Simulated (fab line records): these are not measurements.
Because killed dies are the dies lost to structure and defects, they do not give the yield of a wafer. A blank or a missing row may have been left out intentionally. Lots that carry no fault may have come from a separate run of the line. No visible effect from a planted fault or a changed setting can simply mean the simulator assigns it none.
fab line records ; flow sky130
record lots=7; wafers=21; last-day=50
route steps=708 shown VIA1@473 METAL2@483 PAD_OPEN@708
lots that met no fault: taken from a fault-free run of the same line
start-h: hours from the record's first day to the start of the lot's first wafer shown ; wait-h: time in hours since the lot's previous step ; " unchanged from the row above ; L1.1+2: a single row standing in for several wafers ; - no value, or no start given ; * or withheld: withheld ; < > ~ a bound
route shown NAME@n: names a module that has steps shown in the file, with the first one's number in the route ; usual: mean/standard deviation taken from wafers without a fault ; same: alike in all rows ; chamber/n: place in a boat ; sites: the reading at each site ; _std_site: how widely they spread, as a standard deviation ; _edge_site: outer sites' mean less inner sites' ; radius-mm: how far each site lies from the wafer's centre ; mask NAME#n: copy n ; behind: the last tool/chamber to shape the wafer ; hold: why the lot was held/for how many hours/how that ended ; device: whichever transistor did not switch (one of n, p or np) ; end of line: tests run on the same wafers once the route is complete ; for a step that has no rows: nothing shown but its recipe ; killed: not the wafer's yield, but the dies lost to structure and defects at the first sort ; map: shows each die of a wafer: x if killed, . if not, _ if none is there
set.NAME: the setting as run; set.NAME@STEP: as run at that earlier step ; model.NAME: the simulator's own value behind a step, which no gauge read
a table for each step, a row for each wafer; lots at some steps of the route
services: the hour from which a tool's chamber was out of use, counted from the record's first day as start-h (under 0 if before that day), plus the number of hours and why
## steps
# step SKY_VIA1_ETCH_15
# recipe target=SiO2; chemistry=C4F8/O2/Ar; target-depth-nm=351; stop-on=TiN; mask-material=KrF-thick; source-w=1500; bias-w=1200; pressure-mtorr=40; c4f8-flow-sccm=withheld; O2_flow_sccm=6; Ar_flow_sccm=300; time-s=54
# usual chamber-pressure-mTorr=40.00/0.037; oes-product-au=0.983/0.0067
# same time-s=54
lot.wafer;tool;chamber;start-h;wait-h;chamber-pressure-mTorr;oes-product-au;rf-hours-counter-h
L565.1;rie-diel-04;1;785.70;0.0;39.98;0.978;6
L565.4;rie-diel-04;3;785.70;0.0;39.98;0.978;15
L565.6;rie-diel-04;1;785.70;0.0;39.97;0.984;-
L569.2;rie-diel-04;2;827.25;0.0;40.00;0.989;5
L569.4;rie-diel-04;1;827.25;0.0;40.10;0.968;7
L569.5;rie-diel-04;3;827.25;0.0;39.98;0.978;-
L571.1;rie-diel-03;0;837.51;0.0;39.95;0.982;22
L571.3;rie-diel-03;1;837.51;0.0;40.05;0.964;9
L571.4;rie-diel-03;3;837.51;0.0;39.96;0.969;15
L570.1;rie-diel-04;2;838.16;0.0;40.01;0.992;6
L570.2;rie-diel-04;3;838.16;0.0;40.01;0.992;16
L570.4;rie-diel-04;0;838.16;0.0;39.96;0.986;16
L572.1;rie-diel-03;0;844.30;0.0;39.95;0.986;22
L572.3;rie-diel-03;3;844.30;0.0;40.05;0.978;15
L572.5;rie-diel-03;2;844.30;0.0;40.01;0.977;-
L581.3;rie-diel-04;2;905.91;0.0;40.00;0.992;7
L581.4;rie-diel-04;3;905.91;0.0;39.90;0.996;18
L581.5;rie-diel-04;1;905.91;0.0;40.01;0.977;-
L584.2;rie-diel-02;2;946.60;0.0;40.04;0.974;10
L584.3;rie-diel-02;1;946.60;0.0;39.99;0.993;7
L584.6;rie-diel-02;3;946.60;0.0;40.02;0.981;-
# step SKY_VIA1_STRIP_16
# recipe chemistry=O2/N2; power-w=1400; pressure-mtorr=1500; platen-temp-c=withheld; o2-flow-sccm=3000; n2-flow-sccm=300; overash-fraction=0.5
# step SKY_VIA1_STRIP_17
# recipe chemistry=post-etch-residue-remover; time-s=1200; temp-c=72.5
# step SKY_VIA1_CLEAN_18
# recipe chemistry=IPA; time-s=180; temp-c=25
# step SKY_VIA1_CLEAN_19
# recipe chemistry=O3/DIW; dry=n2-spin
# step SKY_VIA1_SPUTTER_20
# recipe material=TiN; target-thk-nm=20; chamber-pressure-pa=5; power-w=4000; time-s=80
# step SKY_VIA1_CVD_21
# recipe material=W; target-thk-nm=270; time-s=80.902; temp-c=400; pressure-torr=40
# usual heater-power-w=900/140
# same time-s=80.902
lot.wafer;tool;chamber;start-h;wait-h;heater-power-w
L565.1;cvd-w-02;0;786.48;0.0;822
L565.4;cvd-w-02;0;786.48;0.0;835
L565.6;cvd-w-02;0;786.48;0.0;838
L569.2;cvd-w-01;1;827.95;0.0;855
L569.4;cvd-w-01;0;827.95;0.0;1059
L569.5;cvd-w-01;0;827.95;0.0;1084
L571.1;cvd-w-02;0;838.27;0.0;861
L571.3;cvd-w-02;1;838.27;0.0;727
L571.4;cvd-w-02;0;838.27;0.0;833
L570.1;cvd-w-01;1;838.92;0.0;841
L570.2;cvd-w-01;0;838.92;0.0;1083
L570.4;cvd-w-01;1;838.92;0.0;846
L572.1;cvd-w-01;0;845.04;0.0;1118
L572.3;cvd-w-01;0;845.04;0.0;1086
L572.5;cvd-w-01;1;845.04;0.0;853
L581.3;cvd-w-02;1;906.68;0.1;742
L581.4;cvd-w-02;0;906.68;0.1;829
L581.5;cvd-w-02;1;906.68;0.1;723
L584.2;cvd-w-02;1;947.30;0.0;709
L584.3;cvd-w-02;0;947.30;0.0;863
L584.6;cvd-w-02;0;947.30;0.0;839
# step SKY_VIA1_RS_MEAS_22
# recipe thk-meas-gauge=four-point-probe; reads=W_of_VIA1_CVD_21+TiN_of_VIA1_SPUTTER_20
# usual VIA1_W_RS=0.429/0.0039
lot.wafer;tool;chamber;start-h;wait-h;VIA1_W_RS[ohm/sq]
L565.1;film-metro-01;-;786.57;0.1;0.421
L565.4;film-metro-01;-;786.57;0.1;0.423
L565.6;film-metro-01;-;786.57;0.1;0.424
L569.2;film-metro-02;-;828.06;0.1;0.429
L569.4;film-metro-02;-;828.06;0.1;0.432
L569.5;film-metro-02;-;828.06;0.1;0.428
L571.1;film-metro-02;-;838.36;0.1;0.433
L571.3;film-metro-02;-;838.36;0.1;0.430
L571.4;film-metro-02;-;838.36;0.1;0.432
L570.1;film-metro-03;-;839.02;0.1;0.429
L570.2;film-metro-03;-;839.02;0.1;0.426
L570.4;film-metro-03;-;839.02;0.1;0.427
L572.1;film-metro-02;-;845.13;0.1;0.431
L572.3;film-metro-02;-;845.13;0.1;0.429
L572.5;film-metro-02;-;845.13;0.1;0.429
L581.3;film-metro-03;-;906.78;0.1;0.423
L581.4;film-metro-03;-;906.78;0.1;0.425
L581.5;film-metro-03;-;906.78;0.1;0.424
L584.2;film-metro-01;-;947.41;0.1;0.432
L584.3;film-metro-01;-;947.41;0.1;0.432
L584.6;film-metro-01;-;947.41;0.1;0.432
# step SKY_VIA1_THK_MEAS_23
# recipe thk-meas-gauge=xrf; reads=W_of_VIA1_CVD_21
# usual VIA1_W_THK=264.2/2.8
lot.wafer;tool;chamber;start-h;wait-h;VIA1_W_THK[nm]
L565.1;film-metro-01;-;786.69;0.1;269.8
L565.4;film-metro-01;-;786.69;0.1;270.5
L565.6;film-metro-01;-;786.69;0.1;268.4
L569.2;film-metro-02;-;828.17;0.1;263.4
L569.4;film-metro-02;-;828.17;0.1;262.3
L569.5;film-metro-02;-;828.17;0.1;265.3
L571.1;film-metro-02;-;838.48;0.1;262.1
L571.3;film-metro-02;-;838.48;0.1;263.6
L571.4;film-metro-02;-;838.48;0.1;262.2
L570.1;film-metro-03;-;839.14;0.1;264.5
L570.2;film-metro-03;-;839.14;0.1;265.2
L570.4;film-metro-03;-;839.14;0.1;264.7
L572.1;film-metro-02;-;845.25;0.1;263.6
L572.3;film-metro-02;-;845.25;0.1;265.0
L572.5;film-metro-02;-;845.25;0.1;265.3
L581.3;film-metro-03;-;906.88;0.1;267.9
L581.4;film-metro-03;-;906.88;0.1;266.9
L581.5;film-metro-03;-;906.88;0.1;266.9
L584.2;film-metro-01;-;947.52;0.1;259.8
L584.3;film-metro-01;-;947.52;0.1;260.9
L584.6;film-metro-01;-;947.52;0.1;259.0
# step SKY_VIA1_CMP_24
# recipe stop-on=SiO2; t-overpolish-s=15; down-force-psi=3.5; platen-rpm=60; target-thk-nm=0; pad-velocity-m-s=0.94248
# usual motor-current-A=11.3/1.6; overpolish-run-s=15.000/0.0099; retaining-ring-pressure-frac=1.000/0.0048; slurry-flow-ml-min=150.0/0.52; time-to-endpoint-s=66/4.6
lot.wafer;tool;chamber;start-h;wait-h;motor-current-A;overpolish-run-s;retaining-ring-pressure-frac;slurry-flow-ml-min;time-to-endpoint-s
L565.4;cmp-02;1;786.80;0.1;8.6;14.986;1.002;150.3;69
L565.1;cmp-02;3;786.80;0.1;13.3;14.998;0.996;150.5;66
L565.6;cmp-02;0;786.80;0.1;10.0;14.998;1.004;150.1;68
L569.2;cmp-01;3;828.22;0.0;11.6;15.014;1.005;149.6;64
L569.4;cmp-01;1;828.22;0.0;10.8;15.005;1.003;150.2;65
L569.5;cmp-01;0;828.22;0.0;12.3;14.996;1.004;149.4;65
L571.4;cmp-01;2;838.54;0.0;10.7;14.993;0.990;149.3;64
L571.3;cmp-01;0;838.54;0.0;12.0;15.012;1.003;150.5;66
L571.1;cmp-01;1;838.54;0.0;10.6;14.984;1.000;149.6;68
L570.2;cmp-02;2;839.20;0.0;10.9;15.020;1.001;149.5;64
L570.1;cmp-02;3;839.20;0.0;14.0;14.996;1.013;151.0;73
L570.4;cmp-02;1;839.20;0.0;8.6;15.001;0.999;150.0;72
L572.1;cmp-01;3;845.36;0.1;11.0;14.989;0.999;149.9;64
L572.3;cmp-01;0;845.36;0.1;12.4;14.998;1.009;149.4;68
L572.5;cmp-01;3;845.36;0.1;11.8;14.993;0.998;149.4;66
L581.3;cmp-01;1;906.97;0.1;10.9;14.994;1.006;150.5;65
L581.4;cmp-01;2;906.97;0.1;11.0;14.996;0.991;150.1;64
L581.5;cmp-01;0;906.97;0.1;12.7;15.003;0.998;150.5;66
L584.2;cmp-01;0;947.57;0.0;12.1;15.006;1.006;149.9;59
L584.3;cmp-01;1;947.57;0.0;10.8;14.988;0.991;149.3;61
L584.6;cmp-01;0;947.57;0.0;12.9;14.995;1.008;150.4;62
# step SKY_METAL2_SPUTTER_00
# recipe material=Ti; target-thk-nm=15; power-w=3000; time-s=10; chamber-pressure-pa=0.4
# step SKY_METAL2_SPUTTER_01
# recipe material=TiN; target-thk-nm=20; power-w=6500; time-s=16.7; chamber-pressure-pa=0.4
# usual cathode-dc-power-W=6500.1/1.2; chamber-pressure-pa=0.3999/0.00085; throttle-valve-pct=29.5/1.2
# same time-s=16.7
lot.wafer;tool;chamber;start-h;wait-h;cathode-dc-power-W;chamber-pressure-pa;throttle-valve-pct
L565.1;pvd-sputter-02;-;787.08;0.0;6499.7;0.4003;31.0
L565.4;pvd-sputter-02;-;787.08;0.0;6499.4;0.3990;30.6
L565.6;pvd-sputter-02;-;787.08;0.0;6499.4;0.3999;30.4
L569.2;pvd-sputter-04;-;828.54;0.0;6499.8;0.3999;27.4
L569.4;pvd-sputter-04;-;828.54;0.0;6500.4;0.3999;29.3
L569.5;pvd-sputter-04;-;828.54;0.0;6498.9;0.3994;30.3
L571.1;pvd-sputter-04;-;838.86;0.0;6499.6;0.3992;29.6
L571.3;pvd-sputter-04;-;838.86;0.0;6501.2;0.4000;27.3
L571.4;pvd-sputter-04;-;838.86;0.0;6499.3;0.3999;29.2
L570.1;pvd-sputter-02;-;839.52;0.0;6501.1;0.4003;30.3
L570.2;pvd-sputter-02;-;839.52;0.0;6501.1;0.3997;30.9
L570.4;pvd-sputter-02;-;839.52;0.0;6500.7;0.3997;32.0
L572.1;pvd-sputter-04;-;845.63;0.0;6499.2;0.4015;27.6
L572.3;pvd-sputter-04;-;845.63;0.0;6500.5;0.3991;30.6
L572.5;pvd-sputter-04;-;845.63;0.0;6501.9;0.3990;30.7
L581.3;pvd-sputter-04;-;907.24;0.0;6500.3;0.4005;27.5
L581.4;pvd-sputter-04;-;907.24;0.0;6499.0;0.4001;30.1
L581.5;pvd-sputter-04;-;907.24;0.0;6499.3;0.4000;30.0
L584.2;pvd-sputter-02;-;947.89;0.0;6500.5;0.3995;32.3
L584.3;pvd-sputter-02;-;947.89;0.0;6499.8;0.3986;28.7
L584.6;pvd-sputter-02;-;947.89;0.0;6499.3;0.3987;28.4
# step SKY_METAL2_SPUTTER_02
# recipe material=AlCu; target-thk-nm=250; power-w=10600; time-s=13.3; chamber-pressure-pa=0.4
# usual cathode-dc-power-W=10600/2.1; chamber-pressure-pa=0.4000/0.00082; throttle-valve-pct=29.5/1.2; time-s=13.3/0
lot.wafer;tool;chamber;start-h;wait-h;cathode-dc-power-W;chamber-pressure-pa;throttle-valve-pct;time-s
L565.1;pvd-sputter-02;-;787.10;0.0;10601;0.3999;30.9;13.3
L565.4;pvd-sputter-02;-;787.10;0.0;10604;0.4005;30.8;13.3
L565.6;pvd-sputter-02;-;787.10;0.0;10600;0.4003;30.2;13.3
L569.2;pvd-sputter-04;-;828.57;0.0;10602;0.3990;27.4;13.3
L569.4;pvd-sputter-04;-;828.57;0.0;10600;0.4001;29.1;13.3
L569.5;pvd-sputter-04;-;828.57;0.0;10600;0.4002;30.6;13.3
L571.1;pvd-sputter-04;-;838.89;0.0;-;-;-;-
L571.3;pvd-sputter-04;-;838.89;0.0;-;-;-;-
L571.4;pvd-sputter-04;-;838.89;0.0;-;-;-;-
L570.1;pvd-sputter-02;-;839.55;0.0;-;-;-;-
L570.2;pvd-sputter-02;-;839.55;0.0;-;-;-;-
L570.4;pvd-sputter-02;-;839.55;0.0;-;-;-;-
L572.1;pvd-sputter-04;-;845.66;0.0;-;-;-;-
L572.3;pvd-sputter-04;-;845.66;0.0;-;-;-;-
L572.5;pvd-sputter-04;-;845.66;0.0;-;-;-;-
L581.3;pvd-sputter-04;-;907.27;0.0;10601;0.4001;27.5;13.3
L581.4;pvd-sputter-04;-;907.27;0.0;10599;0.4003;30.0;13.3
L581.5;pvd-sputter-04;-;907.27;0.0;10600;0.4015;29.9;13.3
L584.2;pvd-sputter-02;-;947.92;0.0;10601;0.3984;31.9;13.3
L584.3;pvd-sputter-02;-;947.92;0.0;10603;0.4000;28.4;13.3
L584.6;pvd-sputter-02;-;947.92;0.0;10599;0.4007;28.6;13.3
# step SKY_METAL2_SPUTTER_03
# recipe material=Ti; target-thk-nm=5; power-w=3000; time-s=3.3; chamber-pressure-pa=0.4
# step SKY_METAL2_SPUTTER_04
# recipe material=TiN; target-thk-nm=70; power-w=6500; time-s=58.3; chamber-pressure-pa=0.4
# usual cathode-dc-power-W=6499.8/1.2; chamber-pressure-pa=0.3999/0.00078; throttle-valve-pct=29.5/1.2
# same time-s=58.3
lot.wafer;tool;chamber;start-h;wait-h;cathode-dc-power-W;chamber-pressure-pa;throttle-valve-pct
L565.1;pvd-sputter-02;-;787.14;0.0;6500.3;0.4008;30.6
L565.4;pvd-sputter-02;-;787.14;0.0;6501.0;0.3987;30.9
L565.6;pvd-sputter-02;-;787.14;0.0;6500.8;0.4004;30.5
L569.2;pvd-sputter-04;-;828.61;0.0;6499.2;0.3999;27.1
L569.4;pvd-sputter-04;-;828.61;0.0;6498.4;0.3998;29.3
L569.5;pvd-sputter-04;-;828.61;0.0;6499.3;0.3994;30.4
L571.1;pvd-sputter-04;-;838.93;0.0;6499.3;0.4002;29.9
L571.3;pvd-sputter-04;-;838.93;0.0;6500.9;0.4003;27.5
L571.4;pvd-sputter-04;-;838.93;0.0;6499.3;0.3989;29.4
L570.1;pvd-sputter-02;-;839.59;0.0;6500.3;0.4000;30.2
L570.2;pvd-sputter-02;-;839.59;0.0;6502.2;0.3994;30.5
L570.4;pvd-sputter-02;-;839.59;0.0;6500.2;0.3996;32.1
L572.1;pvd-sputter-04;-;845.70;0.0;6500.0;0.4002;27.4
L572.3;pvd-sputter-04;-;845.70;0.0;6500.9;0.4013;30.4
L572.5;pvd-sputter-04;-;845.70;0.0;6500.6;0.3990;30.5
L581.3;pvd-sputter-04;-;907.31;0.0;6497.6;0.4003;27.3
L581.4;pvd-sputter-04;-;907.31;0.0;6498.2;0.4009;29.8
L581.5;pvd-sputter-04;-;907.31;0.0;6498.7;0.3997;29.8
L584.2;pvd-sputter-02;-;947.96;0.0;6498.9;0.4003;32.1
L584.3;pvd-sputter-02;-;947.96;0.0;6498.8;0.3995;28.2
L584.6;pvd-sputter-02;-;947.96;0.0;6502.1;0.4000;28.7
# step SKY_METAL2_RS_MEAS_05
# recipe thk-meas-gauge=four-point-probe; reads=TiN_of_METAL2_SPUTTER_04+Ti_of_METAL2_SPUTTER_03+AlCu_of_METAL2_SPUTTER_02+TiN_of_METAL2_SPUTTER_01+Ti_of_METAL2_SPUTTER_00
# usual METAL2_ALCU_RS=0.1272/0.0015
lot.wafer;tool;chamber;start-h;wait-h;METAL2_ALCU_RS[ohm/sq]
L565.1;film-metro-01;-;787.19;0.0;0.1276
L565.4;film-metro-01;-;787.19;0.0;0.1271
L565.6;film-metro-01;-;787.19;0.0;0.1264
L569.2;film-metro-02;-;828.68;0.0;0.1271
L569.4;film-metro-02;-;828.68;0.0;0.1270
L569.5;film-metro-02;-;828.68;0.0;0.1268
L571.1;film-metro-01;-;839.01;0.1;8.7175
L571.3;film-metro-01;-;839.01;0.1;8.8744
L571.4;film-metro-01;-;839.01;0.1;8.8103
L570.1;film-metro-02;-;839.64;0.0;8.6896
L570.2;film-metro-02;-;839.64;0.0;8.6496
L570.4;film-metro-02;-;839.64;0.0;8.5813
L572.1;film-metro-02;-;845.75;0.0;8.8191
L572.3;film-metro-02;-;845.75;0.0;8.7427
L572.5;film-metro-02;-;845.75;0.0;8.7043
L581.3;film-metro-01;-;907.40;0.1;0.1266
L581.4;film-metro-01;-;907.40;0.1;0.1288
L581.5;film-metro-01;-;907.40;0.1;0.1277
L584.2;film-metro-02;-;948.03;0.0;0.1266
L584.3;film-metro-02;-;948.03;0.0;0.1286
L584.6;film-metro-02;-;948.03;0.0;0.1279
# step SKY_METAL2_THK_MEAS_06
# recipe thk-meas-gauge=xrf; reads=AlCu_of_METAL2_SPUTTER_02
# usual METAL2_ALCU_THK=251/3.1
lot.wafer;tool;chamber;start-h;wait-h;METAL2_ALCU_THK[nm]
L565.1;film-metro-01;-;787.31;0.1;252
L565.4;film-metro-01;-;787.31;0.1;251
L565.6;film-metro-01;-;787.31;0.1;254
L569.2;film-metro-02;-;828.79;0.1;252
L569.4;film-metro-02;-;828.79;0.1;254
L569.5;film-metro-02;-;828.79;0.1;255
L571.1;film-metro-01;-;839.13;0.1;<1
L571.3;film-metro-01;-;839.13;0.1;<1
L571.4;film-metro-01;-;839.13;0.1;<1
L570.1;film-metro-02;-;839.76;0.1;<0
L570.2;film-metro-02;-;839.76;0.1;<0
L570.4;film-metro-02;-;839.76;0.1;<0
L572.1;film-metro-02;-;845.87;0.1;<0
L572.3;film-metro-02;-;845.87;0.1;<0
L572.5;film-metro-02;-;845.87;0.1;<0
L581.3;film-metro-01;-;907.50;0.1;252
L581.4;film-metro-01;-;907.50;0.1;247
L581.5;film-metro-01;-;907.50;0.1;250
L584.2;film-metro-02;-;948.14;0.1;251
L584.3;film-metro-02;-;948.14;0.1;249
L584.6;film-metro-02;-;948.14;0.1;250
# step SKY_METAL2_DEHYDRATE_07
# recipe temp-c=200; time-s=60
# step SKY_PAD_OPEN_PROBE_99
# usual defect-limited-yield=82.5/1.9; killed_at_M0_to_M3=43/6.6; killed_at_M4_up=3.0/1.8; killed-at-contacts=24/5.1; killed-at-front-end=16/4.5; killed-at-other=0.3/0.67; killed-dies=86/9.3; killed-on-rim=17/3.8; killed-open=47/6.9; killed-short=39/6.6; sort_bin_3_pad_short=0.9/0.41; sort_bin_5_function=10.4/1.4; sort_bin_6_memory=6.2/1.1; sort-n-pass=406/9.3; sort-yield-pct=82.5/1.9
# same gross-dies=492; killed-at-back-side=0; sort_bin_4_leakage[%]=0; sort_bin_8_speed[%]=0
lot.wafer;tool;chamber;start-h;wait-h;defect-limited-yield[%];killed_at_M0_to_M3;killed_at_M4_up;killed-at-contacts;killed-at-front-end;killed-at-other;killed-dies;killed-on-rim;killed-open;killed-short;sort_bin_3_pad_short[%];sort_bin_5_function[%];sort_bin_6_memory[%];sort-n-pass;sort-yield-pct[%]
L571.1;prober-02;-;1108.03;0.1;0;461;1;20;10;0;492;96;47;27;0.6;94.1;5.3;0;0
L571.3;prober-02;-;1108.13;0.2;0;446;4;26;16;0;492;96;45;42;1.2;92.3;6.5;0;0
L571.4;prober-02;-;1108.18;0.2;0;458;0;19;15;0;492;96;35;31;1.0;93.5;5.5;0;0
L570.1;prober-02;-;1110.58;0.1;0;448;2;27;14;1;492;96;56;36;0.2;93.7;6.1;0;0
L570.2;prober-02;-;1110.63;0.1;0;459;1;21;11;0;492;96;37;38;0.8;94.9;4.3;0;0
L570.4;prober-02;-;1110.73;0.2;0;446;5;30;11;0;492;96;58;32;1.4;92.7;5.9;0;0
L572.1;prober-01;-;1115.00;0.1;0;453;1;23;14;1;492;96;51;34;0.4;93.1;6.5;0;0
L572.3;prober-01;-;1115.10;0.2;0;458;2;17;15;0;492;96;41;29;0.6;94.1;5.3;0;0
L572.5;prober-01;-;1115.20;0.2;0;442;2;29;19;0;492;96;48;39;1.2;91.9;6.9;0;0
L581.3;prober-02;-;1165.64;0.2;80.1;48;5;31;13;1;98;20;60;38;0.8;13.0;6.1;394;80.1
L581.4;prober-02;-;1165.69;0.2;84.3;35;3;26;13;0;77;14;43;34;0.6;7.7;7.3;415;84.3
L581.5;prober-02;-;1165.74;0.2;82.9;40;4;28;11;1;84;19;50;34;0.4;11.8;4.9;408;82.9
# killed by level:class
L571.1 METAL2:area-sputter=418 CONTACT:geometric-particle:open=12 VIA3:geometric-particle:open=9 VIA2:geometric-particle:open=7 VIA1:geometric-particle:open=7 LOCAL_INTERCONNECT:geometric-particle:short=4 METAL2:geometric-particle:short=4 FIELD_ISO:geometric-particle:short=3
L571.3 METAL2:area-sputter=405 VIA1:geometric-particle:open=9 CONTACT:geometric-particle:short=8 VIA2:geometric-particle:open=8 CONTACT:geometric-particle:open=7 METAL2:geometric-particle:short=7 LI_CONTACT:geometric-particle:open=6 METAL1:geometric-particle:short=6
L571.4 METAL2:area-sputter=426 CONTACT:geometric-particle:open=9 VIA1:geometric-particle:open=8 METAL2:geometric-particle:short=5 FIELD_ISO:geometric-particle:short=4 POLY_GATE:geometric-particle:short=4 VIA3:geometric-particle:open=4 POLY_GATE:geometric-particle:open=3
L570.1 METAL2:area-sputter=400 VIA1:geometric-particle:open=18 LOCAL_INTERCONNECT:geometric-particle:short=10 METAL2:geometric-particle:short=8 CONTACT:geometric-particle:open=7 VIA3:geometric-particle:open=7 POLY_GATE:geometric-particle:open=6 LI_CONTACT:geometric-particle:open=6
L570.2 METAL2:area-sputter=417 VIA3:geometric-particle:open=8 CONTACT:geometric-particle:open=7 VIA2:geometric-particle:open=7 CONTACT:geometric-particle:short=6 VIA1:geometric-particle:short=6 METAL1:geometric-particle:short=5 METAL2:geometric-particle:short=5
L570.4 METAL2:area-sputter=402 CONTACT:geometric-particle:open=16 VIA1:geometric-particle:open=11 LI_CONTACT:geometric-particle:open=8 METAL1:geometric-particle:short=6 VIA2:geometric-particle:open=6 VIA1:geometric-particle:short=5 METAL4:geometric-particle:short=5
L572.1 METAL2:area-sputter=407 VIA2:geometric-particle:open=13 CONTACT:geometric-particle:open=9 METAL2:geometric-particle:short=6 LI_CONTACT:geometric-particle:open=5 VIA1:geometric-particle:open=5 FIELD_ISO:geometric-particle:open=4 CONTACT:geometric-particle:short=4
L572.3 METAL2:area-sputter=421 VIA1:geometric-particle:open=11 VIA2:geometric-particle:open=7 FIELD_ISO:geometric-particle:short=5 CONTACT:geometric-particle:open=5 CONTACT:geometric-particle:short=4 METAL1:geometric-particle:short=4 FIELD_ISO:geometric-particle:open=3
L572.5 METAL2:area-sputter=403 CONTACT:geometric-particle:open=12 METAL2:geometric-particle:short=8 VIA1:geometric-particle:open=8 CONTACT:geometric-particle:short=7 LI_CONTACT:geometric-particle:open=6 VIA3:geometric-particle:open=6 VIA1:geometric-particle:short=5
L581.3 LI_CONTACT:geometric-particle:open=11 CONTACT:geometric-particle:open=10 VIA1:geometric-particle:short=8 VIA2:geometric-particle:open=8 VIA1:geometric-particle:open=7 FIELD_ISO:geometric-particle:open=6 METAL2:geometric-particle:short=6 VIA3:geometric-particle:open=5
L581.4 CONTACT:geometric-particle:open=10 LI_CONTACT:geometric-particle:open=8 VIA1:geometric-particle:open=8 VIA2:geometric-particle:short=7 FIELD_ISO:geometric-particle:short=4 VIA2:geometric-particle:open=4 VIA3:geometric-particle:open=4 POLY_GATE:geometric-particle:short=3
L581.5 VIA1:geometric-particle:open=16 CONTACT:geometric-particle:open=11 CONTACT:geometric-particle:short=6 METAL1:geometric-particle:short=5 LI_CONTACT:geometric-particle:open=5 LOCAL_INTERCONNECT:geometric-particle:short=4 VIA1:geometric-particle:short=4 VIA3:geometric-particle:open=4
# map L570.1 (x killed, . not)
__________xxxxxxxxxx_________
________xxxxxxxxxxxxxx_______
______xxxxxxxxxxxxxxxxxx_____
_____xxxxxxxxxxxxxxxxxxxx____
____xxxxxxxxxxxxxxxxxxxxxx___
___xxxxxxxxxxxxxxxxxxxxxxxx__
__xxxxxxxxxxxxxxxxxxxxxxxxxx_
_xxxxxxxxxxxxxxxxxxxxxxxxxxxx
_xxxxxxxxxxxxxxxxxxxxxxxxxxxx
_xxxxxxxxxxxxxxxxxxxxxxxxxxxx
_xxxxxxxxxxxxxxxxxxxxxxxxxxxx
_xxxxxxxxxxxxxxxxxxxxxxxxxxxx
_xxxxxxxxxxxxxxxxxxxxxxxxxxxx
_xxxxxxxxxxxxxxxxxxxxxxxxxxxx
_xxxxxxxxxxxxxxxxxxxxxxxxxxxx
__xxxxxxxxxxxxxxxxxxxxxxxxxx_
___xxxxxxxxxxxxxxxxxxxxxxxx__
____xxxxxxxxxxxxxxxxxxxxxx___
_____xxxxxxxxxxxxxxxxxxxx____
______xxxxxxxxxxxxxxxxxx_____
________xxxxxxxxxxxxxx_______
__________xxxxxxxxxx_________
# map L571.1 (x killed, . not)
__________xxxxxxxxxx_________
________xxxxxxxxxxxxxx_______
______xxxxxxxxxxxxxxxxxx_____
_____xxxxxxxxxxxxxxxxxxxx____
____xxxxxxxxxxxxxxxxxxxxxx___
___xxxxxxxxxxxxxxxxxxxxxxxx__
__xxxxxxxxxxxxxxxxxxxxxxxxxx_
_xxxxxxxxxxxxxxxxxxxxxxxxxxxx
_xxxxxxxxxxxxxxxxxxxxxxxxxxxx
_xxxxxxxxxxxxxxxxxxxxxxxxxxxx
_xxxxxxxxxxxxxxxxxxxxxxxxxxxx
_xxxxxxxxxxxxxxxxxxxxxxxxxxxx
_xxxxxxxxxxxxxxxxxxxxxxxxxxxx
_xxxxxxxxxxxxxxxxxxxxxxxxxxxx
_xxxxxxxxxxxxxxxxxxxxxxxxxxxx
__xxxxxxxxxxxxxxxxxxxxxxxxxx_
___xxxxxxxxxxxxxxxxxxxxxxxx__
____xxxxxxxxxxxxxxxxxxxxxx___
_____xxxxxxxxxxxxxxxxxxxx____
______xxxxxxxxxxxxxxxxxx_____
________xxxxxxxxxxxxxx_______
__________xxxxxxxxxx_________
## services
tool;chamber;start-h;hours;kind
cmp-01;-;768.78;6.8;pm
rie-diel-03;0;784.59;11.3;repair
pvd-sputter-04;-;803.63;4.1;repair
rie-diel-03;1;816.81;5.8;repair
cmp-01;-;830.07;1.5;repair
cvd-w-02;-;841.62;1.3;repair
cmp-02;-;843.07;4.3;repair
rie-diel-04;2;847.22;3.9;repair
pvd-sputter-04;-;848.05;0.5;repair
cmp-02;-;861.57;3.0;pm
cvd-w-02;0;864.05;26.6;repair
cmp-01;-;879.41;0.2;repair
rie-diel-04;2;879.70;11.7;repair
cmp-01;-;881.21;0.3;repair
pvd-sputter-04;-;885.90;6.6;repair
rie-diel-03;0;886.47;6.3;repair
cmp-01;-;891.57;0.3;repair
cvd-w-02;-;894.68;6.0;pm
pvd-sputter-02;-;897.00;0.5;repair
rie-diel-03;2;903.91;3.3;repair
cvd-w-01;-;904.00;14.0;pm
cmp-01;-;923.52;2.9;repair
cvd-w-02;-;932.56;0.4;repair
pvd-sputter-02;-;935.76;6.9;repair
## key
first-sign step=SKY_METAL2_SPUTTER_02; reading=tool-record; direction=missing
effect step=SKY_METAL2_RS_MEAS_05; reading=METAL2_ALCU_RS; direction=up; sigmas=99+; usual=0.1272; struck=8.7321
effect step=SKY_METAL2_THK_MEAS_06; reading=METAL2_ALCU_THK; direction=down; sigmas=82; usual=251; struck=<0
effect step=SKY_PAD_OPEN_PROBE_99; reading=killed_at_M0_to_M3; direction=up; sigmas=62; usual=43; struck=452
more-kills-born-at SKY_METAL2_SPUTTER_02@pvd-sputter-04=2480; SKY_METAL2_SPUTTER_02@pvd-sputter-02=1219
met-at SKY_METAL2_SPUTTER_02
struck-wafers L570.1,L570.2,L570.4,L571.1,L571.3,L571.4,L572.1,L572.3,L572.5
later-rows-left-out L570.1,L570.2,L570.4,L571.1,L571.3,L571.4,L572.1,L572.3,L572.5
onset-between 828.57 838.89
fault kind=skipped-step-whole; tool=pvd-sputter-02,pvd-sputter-04; chamber=-; onset-h=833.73; steps=SKY_METAL2_SPUTTER_02; scope=struck-lots-only
# later-rows-left-out: the simulator's readings of these wafers behind a module that went badly wrong aren't trusted and aren't shown, but for the sort
